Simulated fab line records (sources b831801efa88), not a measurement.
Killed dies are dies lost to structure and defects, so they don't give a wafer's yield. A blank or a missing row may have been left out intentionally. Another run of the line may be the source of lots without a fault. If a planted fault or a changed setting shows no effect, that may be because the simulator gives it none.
Matching of chambers / flow sky130 / 3 sister chambers for SKY_PASSIVATION_CVD_00 on pecvd-02
The step deposits SiO2, target thk 90 nm. 20 wafers are shown with their chamber, then 10 later ones without.

## EACH WAFER AND ITS CHAMBER
wafer=L075.1; chamber=1; heater power w (W)=685
wafer=L075.3; chamber=2; heater power w (W)=501
wafer=L075.4; chamber=0; heater power w (W)=536
wafer=L077.4; chamber=1; heater power w (W)=603
wafer=L077.5; chamber=0; heater power w (W)=615
wafer=L077.6; chamber=2; heater power w (W)=456
wafer=L076.4; chamber=0; heater power w (W)=575
wafer=L076.5; chamber=2; heater power w (W)=562
wafer=L076.6; chamber=1; heater power w (W)=711
wafer=L079.1; chamber=2; heater power w (W)=514
wafer=L079.2; chamber=1; heater power w (W)=699
wafer=L079.3; chamber=1; heater power w (W)=716
wafer=L084.2; chamber=1; heater power w (W)=621
wafer=L084.4; chamber=2; heater power w (W)=592
wafer=L084.5; chamber=0; heater power w (W)=602
wafer=L086.3; chamber=1; heater power w (W)=701
wafer=L086.5; chamber=0; heater power w (W)=561
wafer=L086.6; chamber=2; heater power w (W)=594
wafer=L088.2; chamber=2; heater power w (W)=526
wafer=L088.3; chamber=0; heater power w (W)=600

SIGNATURES, as means of the wafers listed above
reading=heater power w; chamber 0=581.50; chamber 1=676.57; chamber 2=535.00; scatter within a chamber=43.5
Rule: for a wafer and a chamber, the distance is found by dividing, reading by reading, the gap between the wafer's reading and the chamber's mean by the reading's scatter, squaring, summing and taking the root. If the next closest chamber is less than 2 further off than the closest, the wafer can't be placed; otherwise it belongs to the closest. The scatter is the square root of a quotient: the sum, over the shown wafers, of each reading's squared deviation from its chamber's mean, divided by wafers minus chambers.

## WAFERS WHOSE CHAMBER IS MISSING
wafer=L088.5; heater power w (W)=531
wafer=L090.1; heater power w (W)=594
wafer=L090.2; heater power w (W)=567
wafer=L090.5; heater power w (W)=567
wafer=L094.4; heater power w (W)=621
wafer=L094.5; heater power w (W)=507
wafer=L094.6; heater power w (W)=537
wafer=L095.1; heater power w (W)=599
wafer=L095.4; heater power w (W)=618
wafer=L095.6; heater power w (W)=528

## WHICH CHAMBER EACH ONE RAN IN
wafer=L088.5; from the rows above=can't be placed: 2 or 0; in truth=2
wafer=L090.1; from the rows above=can't be placed: 0 or 2 or 1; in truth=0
wafer=L090.2; from the rows above=can't be placed: 0 or 2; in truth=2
wafer=L090.5; from the rows above=can't be placed: 0 or 2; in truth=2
wafer=L094.4; from the rows above=can't be placed: 0 or 1 or 2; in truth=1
wafer=L094.5; from the rows above=can't be placed: 2 or 0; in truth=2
wafer=L094.6; from the rows above=can't be placed: 2 or 0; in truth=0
wafer=L095.1; from the rows above=can't be placed: 0 or 2 or 1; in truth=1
wafer=L095.4; from the rows above=can't be placed: 0 or 1 or 2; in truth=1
wafer=L095.6; from the rows above=can't be placed: 2 or 0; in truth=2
0 of 10 placed correctly. Cannot be placed on the basis of these rows: 10; the candidates contain the true chamber in 10. 0 placed wrongly.
